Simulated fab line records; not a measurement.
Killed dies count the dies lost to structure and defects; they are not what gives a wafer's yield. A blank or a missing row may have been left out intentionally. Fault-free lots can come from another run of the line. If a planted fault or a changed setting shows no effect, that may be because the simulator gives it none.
A struck lot beside a sound one + flow sky130 + 16 steps out of a route of 708
Sound: wafers L898.1, L898.3, L898.6. Struck: wafers L905.1, L905.4, L905.5. At the end, the cause is stated.
Each step with rows lists, per side, the tool, then ch with its chambers, then its first start. Under that, the readings that differ: sound wafers + struck wafers + difference of the means + sigmas: that difference in standard deviations of wafers without a fault.
alike: readings with means less than 2 such deviations apart, plus words and numbers identical on both sides. not compared: withheld readings, readings lacking a value on some wafer, bounds such as >300 that could conceal the same value, and numbers that have no deviation in the record and whose values overlap.
Wherever a step has rows on one side only, a row that says differs or no value, or a row with sigmas, the two part there. Numbers that don't overlap but have no deviation are shown without sigmas and don't part them. Lack of a reading on every wafer of one side parts them only where that side has two or more wafers.

first, 1 step without rows for these wafers: SKY_VT_ADJUST_LVTN_IMPLANT_19.
SKY_VT_ADJUST_LVTN_STRIP_20: strips in O2/N2.
  sound on plasma_asher-02 ch 0,1, day 8 23:52; struck on plasma_asher-04 ch 0,1, day 11 02:25
  alike: drypump_motor_current_A, oes_product_au, strip_time_to_endpoint_s
  not compared: rf_hours_counter_h
SKY_VT_ADJUST_LVTN_TW_MEAS_21:
  sound on film_metro-04 at day 8 23:58; struck on film_metro-04 at day 11 02:31
  alike: VT_ADJUST_LVTN_2_TW
then, 7 steps without rows for these wafers: SKY_VT_ADJUST_NCORE_DEHYDRATE_00 (time 60 s); SKY_VT_ADJUST_NCORE_HMDS_01 (prime time 60 s); SKY_VT_ADJUST_NCORE_COAT_02 (resist thk 1140 nm); SKY_VT_ADJUST_NCORE_SOFTBAKE_03 (time 60 s); SKY_VT_ADJUST_NCORE_EXPOSE_04 (exposes mask LVTN COMPLEMENT THIN, target cd 380 nm); SKY_VT_ADJUST_NCORE_PEB_05; SKY_VT_ADJUST_NCORE_DEVELOP_06 (develop time 60 s).
SKY_VT_ADJUST_NCORE_CD_MEAS_07: target cd 380 nm.
  sound on cd_sem-01 at day 9 21:48; struck on cd_sem-01 at day 12 02:03
  alike: cd_nm
SKY_VT_ADJUST_NCORE_OVL_MEAS_08:
  sound on overlay-02 at day 9 21:55; struck on overlay-02 at day 12 02:10
  alike: VT_ADJUST_NCORE_OVL
SKY_VT_ADJUST_NCORE_IMPLANT_09:
  sound on implanter-02 ch 0, day 9 21:58; struck on implanter-02 ch 0, day 12 02:13
| reading            | sound                           | struck                           | difference  | sigmas      |
|--------------------|---------------------------------|----------------------------------|-------------|-------------|
| dose_ions_cm2      | 2.4046e+12 2.402e+12 2.4034e+12 | 4.3478e+12 4.3468e+12 4.3436e+12 | +1.9427e+12 | +99 or more |
| faraday_current_uA | 13.51 13.48 12.73               | 24.79 24.04 23.83                | +10.98      | +41         |
SKY_VT_ADJUST_NCORE_STRIP_10: strips in O2/N2.
  sound on plasma_asher-01 ch 0,1, day 9 22:07; struck on plasma_asher-02 ch 0, day 12 02:22
  alike: drypump_motor_current_A, oes_product_au, strip_time_to_endpoint_s
  not compared: rf_hours_counter_h
SKY_VT_ADJUST_NCORE_TW_MEAS_11:
  sound on film_metro-04 at day 9 22:13; struck on film_metro-02 at day 12 02:41
| reading            | sound             | struck            | difference | sigmas |
|--------------------|-------------------|-------------------|------------|--------|
| VT_ADJUST_NCORE_TW | 219.0 218.1 219.0 | 258.1 257.8 256.9 | +38.9      | +17    |
  not compared: hold
-- a jump in the record: the struck wafers' starts before and after are 37 days apart (it breaks off in module VT_ADJUST_NCORE and resumes in module PAD_OPEN, where the first step shown is number 708 of the route) --
SKY_PAD_OPEN_PROBE_99:
  sound on prober-02 at day 46 22:22; struck on prober-01 at day 48 20:57
| reading | sound | struck                                                                     | difference                   | sigmas |
|---------|-------|----------------------------------------------------------------------------|------------------------------|--------|
| hold    | - - - | await_dispo/2.4h/release await_dispo/2.4h/release await_dispo/2.4h/release | no value on the sound wafers |        |
  alike: killed_at_M0_to_M3, killed_at_M4_up, killed_at_contacts, killed_at_front_end, killed_at_other, killed_dies, killed_open, killed_short

== WHERE THEY PART ==
Earliest at SKY_VT_ADJUST_NCORE_IMPLANT_09; latest, in this record, at SKY_PAD_OPEN_PROBE_99.

WHY: what had been put in by the simulator
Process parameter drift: implanter-02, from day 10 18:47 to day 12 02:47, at SKY_VT_ADJUST_NCORE_IMPLANT_09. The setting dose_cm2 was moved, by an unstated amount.
